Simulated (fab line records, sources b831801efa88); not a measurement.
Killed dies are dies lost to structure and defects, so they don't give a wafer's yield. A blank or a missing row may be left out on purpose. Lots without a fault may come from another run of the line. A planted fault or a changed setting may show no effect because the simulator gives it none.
Chamber matching | flow gf180mcu | GF_STI_CMP_25 on cmp-02: 4 sister chambers
The step polishes, stops on Si3N4, t overpolish 33 s, target thk 524.6 nm. 4 wafers are shown with their chamber, then 7 later ones without.

WAFERS WITH THEIR CHAMBER
wafer  | chamber | motor_current_A (A)
L833.2 | 0       | 13.9
L841.4 | 1       | 10.5
L843.3 | 3       | 12.5
L843.5 | 2       | 10.7

WAFERS WITHOUT THEIR CHAMBER
wafer  | motor_current_A (A)
L843.6 | 11.0
L847.1 | 10.8
L847.3 | 11.6
L847.4 | 10.6
L853.1 | 13.6
L853.3 | 12.1
L853.6 | 12.3

WHICH CHAMBER EACH WENT THROUGH
wafer  | from the rows above          | in truth
L843.6 | can't be placed: 2 or 1      | 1
L847.1 | can't be placed: 2 or 1      | 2
L847.3 | can't be placed: 2 or 3 or 1 | 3
L847.4 | can't be placed: 1 or 2      | 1
L853.1 | can't be placed: 0 or 3      | 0
L853.3 | 3                            | 3
L853.6 | 3                            | 3
Placed correctly: 2 of 7. Can't be placed from these rows: 5 (the true chamber is among the candidates in 5). Placed wrongly: 0.
How it was worked out, from the rows above alone: a wafer's distance from a chamber is the root of the sum, over the readings, of the square of ((its reading less the chamber's mean) divided by the reading's scatter). The wafer belongs to the nearest chamber; if the next one is less than 2 further off, it can't be placed. A chamber's mean is the mean of its shown wafers. The scatter: with one shown wafer a chamber, the root of the mean of the squares of how far each hidden wafer lies from its nearest shown one.
